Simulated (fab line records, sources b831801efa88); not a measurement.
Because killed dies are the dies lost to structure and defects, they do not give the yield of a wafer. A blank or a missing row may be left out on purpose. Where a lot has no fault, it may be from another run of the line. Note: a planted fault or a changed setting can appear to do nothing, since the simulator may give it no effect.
fab line records + flow gf180mcu
record:
- lots: 15
- wafers: 45
- last-day: 34
route steps=602 shown HV_LDD@195 SAB@270 SALICIDE@284
lots that met no fault: from a run of the same line without faults
start-h: hours from the record's first day to the start of the lot's first wafer shown + wait-h: hours elapsed since this lot's preceding step + " the same as in the row above + L1.1+2: one row covering several wafers at once + - no value, or no start given + * or withheld: withheld + < > ~ a bound
route shown NAME@n: names a module that has steps shown in the file, with the first one's number in the route + usual: average and standard deviation across the fault-free wafers + same: alike in all rows + chamber/n: place in a boat + sites: readings site by site + _std_site: standard deviation across them + _edge_site: outer sites' mean less inner sites' + radius-mm: for every site, how far away it sits from the centre of the wafer + mask NAME#n: copy n + behind: tool/chamber where the wafer was last shaped + hold: the reason the lot was held/the length of the hold in hours/how it ended + device: whichever transistor did not switch (one of n, p or np) + end of line: the tests these same wafers got at the end of their route + step lacking rows: just its recipe + killed: not the wafer's yield, but the dies lost to structure and defects at the first sort + map: shows each die of a wafer: x if killed, . if not, _ if none is there
set.NAME: the setting as run; set.NAME@STEP: as run at that earlier step + model.NAME: the simulator's own value behind a step, which no gauge read
the route's steps for a sample of lots (tables are steps, rows are wafers)
services: when a tool's chamber went out of use (start-h, in hours from the record's first day, below 0 if earlier), for how many hours, and the reason
== steps ==
step: GF_HV_LDD_CD_MEAS_19
recipe:
- target-cd-nm: 400
usual:
- cd-nm: 399.7/2.2
| lot.wafer | tool      | chamber | start-h | wait-h | cd-nm |
|-----------|-----------|---------|---------|--------|-------|
| L824.4    | cd-sem-01 | -       | 240.12  | 0.1    | 398.6 |
| L824.5    | "         | -       | "       | "      | 401.6 |
| L824.6    | "         | -       | "       | "      | 398.6 |
| L823.2    | cd-sem-02 | -       | 240.26  | 0.1    | 401.6 |
| L823.3    | "         | -       | "       | "      | 401.3 |
| L823.5    | "         | -       | "       | "      | 401.3 |
| L828.2    | cd-sem-01 | -       | 266.51  | 0.1    | 404.1 |
| L828.3    | "         | -       | "       | "      | 403.7 |
| L828.5    | "         | -       | "       | "      | 404.0 |
| L830.1    | cd-sem-02 | -       | 285.77  | 0.1    | 398.2 |
| L830.4    | "         | -       | "       | "      | 397.4 |
| L830.6    | "         | -       | "       | "      | 398.8 |
| L831.2    | cd-sem-02 | -       | 293.11  | 0.1    | 397.3 |
| L831.3    | "         | -       | "       | "      | 395.7 |
| L831.5    | "         | -       | "       | "      | 396.5 |
| L832.3    | cd-sem-01 | -       | 299.76  | 0.1    | 399.8 |
| L832.5    | "         | -       | "       | "      | 398.4 |
| L832.6    | "         | -       | "       | "      | 401.9 |
| L833.2    | cd-sem-01 | -       | 307.09  | 0.1    | 400.2 |
| L833.4    | "         | -       | "       | "      | 399.8 |
| L833.5    | "         | -       | "       | "      | 399.1 |
| L834.3    | cd-sem-02 | -       | 316.40  | 0.1    | 401.3 |
| L834.5    | "         | -       | "       | "      | 399.7 |
| L834.6    | "         | -       | "       | "      | 402.4 |
| L835.2    | cd-sem-02 | -       | 320.74  | 0.1    | 395.7 |
| L835.5    | "         | -       | "       | "      | 395.4 |
| L835.6    | "         | -       | "       | "      | 394.2 |
| L836.2    | cd-sem-01 | -       | 327.08  | 0.2    | 397.9 |
| L836.4    | "         | -       | "       | "      | 398.5 |
| L836.6    | "         | -       | "       | "      | 400.5 |
| L839.1    | cd-sem-02 | -       | 354.39  | 0.1    | 401.5 |
| L839.2    | "         | -       | "       | "      | 401.2 |
| L839.3    | "         | -       | "       | "      | 398.9 |
| L843.2    | cd-sem-01 | -       | 383.31  | 0.1    | 398.3 |
| L843.3    | "         | -       | "       | "      | 400.0 |
| L843.5    | "         | -       | "       | "      | 397.2 |
| L844.1    | cd-sem-02 | -       | 394.24  | 0.1    | 399.3 |
| L844.3    | "         | -       | "       | "      | 399.0 |
| L844.4    | "         | -       | "       | "      | 399.7 |
| L845.3    | cd-sem-01 | -       | 399.93  | 0.1    | 399.0 |
| L845.4    | "         | -       | "       | "      | 400.6 |
| L845.6    | "         | -       | "       | "      | 399.8 |
| L846.4    | cd-sem-02 | -       | 409.68  | 0.1    | 399.4 |
| L846.5    | "         | -       | "       | "      | 399.2 |
| L846.6    | "         | -       | "       | "      | 401.2 |
step: GF_HV_LDD_OVL_MEAS_20
usual:
- HV_LDD_01_OVL: -1.2/1.6
| lot.wafer | tool       | chamber | start-h | wait-h | HV_LDD_01_OVL[nm] |
|-----------|------------|---------|---------|--------|-------------------|
| L824.4    | overlay-02 | -       | 240.20  | 0.1    | -0.6              |
| L824.5    | "          | -       | "       | "      | -0.2              |
| L824.6    | "          | -       | "       | "      | -0.6              |
| L823.2    | overlay-02 | -       | 240.37  | 0.1    | -1.5              |
| L823.3    | "          | -       | "       | "      | -1.9              |
| L823.5    | "          | -       | "       | "      | -0.5              |
| L828.2    | overlay-02 | -       | 266.62  | 0.1    | -2.1              |
| L828.3    | "          | -       | "       | "      | -1.5              |
| L828.5    | "          | -       | "       | "      | -2.8              |
| L830.1    | overlay-02 | -       | 285.89  | 0.1    | -0.4              |
| L830.4    | "          | -       | "       | "      | 2.0               |
| L830.6    | "          | -       | "       | "      | 1.2               |
| L831.2    | overlay-02 | -       | 293.22  | 0.1    | 0.4               |
| L831.3    | "          | -       | "       | "      | -0.6              |
| L831.5    | "          | -       | "       | "      | -0.2              |
| L832.3    | overlay-01 | -       | 299.85  | 0.1    | -2.2              |
| L832.5    | "          | -       | "       | "      | 0.2               |
| L832.6    | "          | -       | "       | "      | -3.6              |
| L833.2    | overlay-02 | -       | 307.20  | 0.1    | -0.8              |
| L833.4    | "          | -       | "       | "      | 0.1               |
| L833.5    | "          | -       | "       | "      | 0.1               |
| L834.3    | overlay-01 | -       | 316.49  | 0.1    | 0.0               |
| L834.5    | "          | -       | "       | "      | 0.1               |
| L834.6    | "          | -       | "       | "      | -0.6              |
| L835.2    | overlay-02 | -       | 320.85  | 0.1    | -0.9              |
| L835.5    | "          | -       | "       | "      | 2.3               |
| L835.6    | "          | -       | "       | "      | -1.0              |
| L836.2    | overlay-02 | -       | 327.19  | 0.1    | -2.5              |
| L836.4    | "          | -       | "       | "      | -2.8              |
| L836.6    | "          | -       | "       | "      | -3.6              |
| L839.1    | overlay-01 | -       | 354.51  | 0.1    | -0.1              |
| L839.2    | "          | -       | "       | "      | -0.5              |
| L839.3    | "          | -       | "       | "      | -2.1              |
| L843.2    | overlay-01 | -       | 383.42  | 0.1    | 0.3               |
| L843.3    | "          | -       | "       | "      | 0.3               |
| L843.5    | "          | -       | "       | "      | 0.1               |
| L844.1    | overlay-01 | -       | 394.36  | 0.1    | -0.8              |
| L844.3    | "          | -       | "       | "      | -1.2              |
| L844.4    | "          | -       | "       | "      | 0.3               |
| L845.3    | overlay-02 | -       | 400.02  | 0.1    | -0.7              |
| L845.4    | "          | -       | "       | "      | -1.0              |
| L845.6    | "          | -       | "       | "      | -0.8              |
| L846.4    | overlay-02 | -       | 409.76  | 0.1    | 0.2               |
| L846.5    | "          | -       | "       | "      | -0.7              |
| L846.6    | "          | -       | "       | "      | -0.5              |
step: GF_SAB_EXPOSE_06
recipe:
- mask-id: SAB
- target-cd-nm: 420
- na: 0.6
- source-shape: conventional
- sigma-outer: 0.6
- dose-mj: 140
usual:
- exposure-dose-mJ-cm2: 138.75/0.15
- focus-offset-nm: 0.1/0.61
| lot.wafer | tool             | chamber | start-h | wait-h | mask  | exposure-dose-mJ-cm2 | focus-offset-nm |
|-----------|------------------|---------|---------|--------|-------|----------------------|-----------------|
| L824.4    | iline-stepper-01 | 0       | 333.47  | -      | SAB#0 | 138.88               | 0.0             |
| L824.5    | "                | 0       | "       | "      | SAB#0 | 138.79               | 0.5             |
| L824.6    | "                | 0       | "       | "      | SAB#0 | 138.73               | -0.1            |
| L823.2    | iline-stepper-01 | 0       | 336.26  | -      | SAB#0 | 139.05               | -0.6            |
| L823.3    | "                | 0       | "       | "      | SAB#0 | 138.97               | 0.8             |
| L823.5    | "                | 0       | "       | "      | SAB#0 | 138.88               | -0.1            |
| L828.2    | iline-stepper-01 | 0       | 366.70  | -      | SAB#0 | 138.57               | -0.3            |
| L828.3    | "                | 0       | "       | "      | SAB#0 | 138.63               | 0.5             |
| L828.5    | "                | 0       | "       | "      | SAB#0 | 138.43               | 1.3             |
| L830.1    | iline-stepper-01 | 0       | 387.53  | -      | SAB#0 | 138.98               | 1.0             |
| L830.4    | "                | 0       | "       | "      | SAB#0 | 138.95               | 0.2             |
| L830.6    | "                | 0       | "       | "      | SAB#0 | 138.98               | 1.1             |
| L831.2    | iline-stepper-02 | 0       | 394.30  | -      | SAB#0 | 138.64               | 0.6             |
| L831.3    | "                | 0       | "       | "      | SAB#0 | 138.71               | 0.6             |
| L831.5    | "                | 0       | "       | "      | SAB#0 | 138.98               | 0.4             |
| L832.3    | iline-stepper-01 | 0       | 402.90  | -      | SAB#0 | 138.81               | 0.3             |
| L832.5    | "                | 0       | "       | "      | SAB#0 | 138.76               | 0.4             |
| L832.6    | "                | 0       | "       | "      | SAB#0 | 138.83               | 0.3             |
| L833.2    | iline-stepper-01 | -       | 411.26  | -      | SAB#0 | -                    | -               |
| L833.4    | "                | -       | "       | "      | SAB#0 | -                    | -               |
| L833.5    | "                | -       | "       | "      | SAB#0 | -                    | -               |
| L834.3    | iline-stepper-01 | -       | 419.35  | -      | SAB#0 | -                    | -               |
| L834.5    | "                | -       | "       | "      | SAB#0 | -                    | -               |
| L834.6    | "                | -       | "       | "      | SAB#0 | -                    | -               |
| L835.2    | iline-stepper-01 | -       | 426.16  | -      | SAB#0 | -                    | -               |
| L835.5    | "                | -       | "       | "      | SAB#0 | -                    | -               |
| L835.6    | "                | -       | "       | "      | SAB#0 | -                    | -               |
| L836.2    | iline-stepper-01 | 0       | 433.78  | -      | SAB#0 | 138.84               | 0.0             |
| L836.4    | "                | 0       | "       | "      | SAB#0 | 138.76               | 0.1             |
| L836.6    | "                | 0       | "       | "      | SAB#0 | 138.84               | 0.4             |
| L839.1    | iline-stepper-02 | 0       | 467.14  | -      | SAB#0 | 138.69               | -0.7            |
| L839.2    | "                | 0       | "       | "      | SAB#0 | 138.47               | -0.2            |
| L839.3    | "                | 0       | "       | "      | SAB#0 | 138.78               | 0.0             |
| L843.2    | iline-stepper-01 | 0       | 496.95  | -      | SAB#0 | 138.78               | -0.7            |
| L843.3    | "                | 0       | "       | "      | SAB#0 | 138.54               | 0.1             |
| L843.5    | "                | 0       | "       | "      | SAB#0 | 138.58               | -0.1            |
| L844.1    | iline-stepper-01 | 0       | 507.56  | -      | SAB#0 | 138.86               | -0.4            |
| L844.3    | "                | 0       | "       | "      | SAB#0 | 138.89               | 0.4             |
| L844.4    | "                | 0       | "       | "      | SAB#0 | 138.69               | 0.2             |
| L845.3    | iline-stepper-02 | 0       | 515.15  | -      | SAB#0 | 138.80               | -0.5            |
| L845.4    | "                | 0       | "       | "      | SAB#0 | 138.91               | 0.0             |
| L845.6    | "                | 0       | "       | "      | SAB#0 | 138.94               | -1.0            |
| L846.4    | iline-stepper-02 | 0       | 522.24  | -      | SAB#0 | 138.66               | 0.4             |
| L846.5    | "                | 0       | "       | "      | SAB#0 | 138.68               | 0.5             |
| L846.6    | "                | 0       | "       | "      | SAB#0 | 138.71               | -0.1            |
step: GF_SALICIDE_RTA_06
recipe:
- temp-c: 530
- time-s: 30
- ambient: N2
usual:
- lamp-power-pct: 5.6/0.48
- wafer_temp_C_max: 531.8/0.4
| lot.wafer | tool          | chamber | start-h | wait-h | lamp-power-pct | wafer_temp_C_max |
|-----------|---------------|---------|---------|--------|----------------|------------------|
| L824.4    | rtp-anneal-01 | 0       | 344.94  | 0.1    | 6.1            | 531.8            |
| L824.5    | "             | 0       | "       | "      | 6.1            | 531.2            |
| L824.6    | "             | 0       | "       | "      | 6.1            | 531.6            |
| L823.2    | rtp-anneal-01 | 0       | 347.64  | 0.1    | 6.1            | 531.8            |
| L823.3    | "             | 0       | "       | "      | 6.1            | 531.4            |
| L823.5    | "             | 0       | "       | "      | 6.1            | 531.9            |
| L828.2    | rtp-anneal-02 | 0       | 378.25  | 0.1    | 5.1            | 531.7            |
| L828.3    | "             | 0       | "       | "      | 5.1            | 531.1            |
| L828.5    | "             | 0       | "       | "      | 5.1            | 531.0            |
| L830.1    | rtp-anneal-01 | 0       | 399.33  | 0.1    | 6.1            | 531.8            |
| L830.4    | "             | 0       | "       | "      | 6.1            | 531.7            |
| L830.6    | "             | 0       | "       | "      | 6.1            | 532.0            |
| L831.2    | rtp-anneal-01 | 0       | 406.20  | 0.1    | 6.1            | 532.2            |
| L831.3    | "             | 0       | "       | "      | 6.1            | 532.5            |
| L831.5    | "             | 0       | "       | "      | 6.1            | 532.1            |
| L832.3    | rtp-anneal-02 | 0       | 415.37  | 0.1    | 5.1            | 531.6            |
| L832.5    | "             | 0       | "       | "      | 5.1            | 532.1            |
| L832.6    | "             | 0       | "       | "      | 5.1            | 531.3            |
| L836.2    | rtp-anneal-02 | 0       | 446.82  | 0.1    | 5.1            | 531.6            |
| L836.4    | "             | 0       | "       | "      | 5.1            | 531.7            |
| L836.6    | "             | 0       | "       | "      | 5.1            | 532.3            |
| L839.1    | rtp-anneal-02 | 0       | 479.61  | 0.1    | 5.1            | 533.1            |
| L839.2    | "             | 0       | "       | "      | 5.1            | 531.5            |
| L839.3    | "             | 0       | "       | "      | 5.1            | 532.0            |
| L843.2    | rtp-anneal-02 | 0       | 508.71  | 0.1    | 5.1            | 531.5            |
| L843.3    | "             | 0       | "       | "      | 5.1            | 531.5            |
| L843.5    | "             | 0       | "       | "      | 5.1            | 531.2            |
| L844.1    | rtp-anneal-02 | 0       | 519.64  | 0.1    | 5.1            | 532.0            |
| L844.3    | "             | 0       | "       | "      | 5.1            | 531.9            |
| L844.4    | "             | 0       | "       | "      | 5.1            | 531.3            |
| L845.3    | rtp-anneal-01 | 0       | 526.72  | 0.1    | 6.1            | 531.5            |
| L845.4    | "             | 0       | "       | "      | 6.1            | 532.2            |
| L845.6    | "             | 0       | "       | "      | 6.1            | 531.3            |
| L846.4    | rtp-anneal-01 | 0       | 533.57  | 0.1    | 6.1            | 531.7            |
| L846.5    | "             | 0       | "       | "      | 6.1            | 531.9            |
| L846.6    | "             | 0       | "       | "      | 6.1            | 532.3            |
== services ==
| tool             | chamber | start-h | hours | kind |
|------------------|---------|---------|-------|------|
| rtp-anneal-02    | -       | 400.19  | 7.3   | pm   |
| iline-stepper-01 | -       | 444.46  | 8.9   | pm   |
| rtp-anneal-01    | -       | 465.64  | 0.8   | pm   |
| iline-stepper-02 | -       | 488.46  | 1.7   | pm   |
| iline-stepper-01 | -       | 523.45  | 1.7   | pm   |
== key ==
first-sign:
- step: GF_SAB_EXPOSE_06
- reading: tool-record
- direction: missing
effect none on later readings
met-at GF_SAB_EXPOSE_06
struck-lots L833,L834,L835
later-rows-left-out L833.2,L833.4,L833.5,L834.3,L834.5,L834.6,L835.2,L835.5,L835.6
sort-left-out L833.2,L833.4,L833.5,L834.3,L834.5,L834.6,L835.2,L835.5,L835.6
tester-left-out L833,L834,L835
not-acting-at GF_HV_LDD_CD_MEAS_19,GF_HV_LDD_OVL_MEAS_20,GF_SALICIDE_RTA_06
onset-between 402.90 411.26
fault:
- kind: skipped-step-whole
- tool: iline-stepper-01
- chamber: -
- onset-h: 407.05
- steps: GF_SAB_EXPOSE_06
- scope: struck-lots-only
tester-left-out: of these lots the tester's yield and bins aren't shown, on N5 and GAA mostly nor the transistor test; their killed dies are dies lost to structure and defects alone, not to doping, threshold or leakage, so they don't give the yield
sort-left-out: the simulated sort isn't trusted on such a fault, so these wafers' sort isn't shown, and their yield isn't known
later-rows-left-out: the simulator's readings of these wafers behind a module that went badly wrong aren't trusted and aren't shown, but for the sort
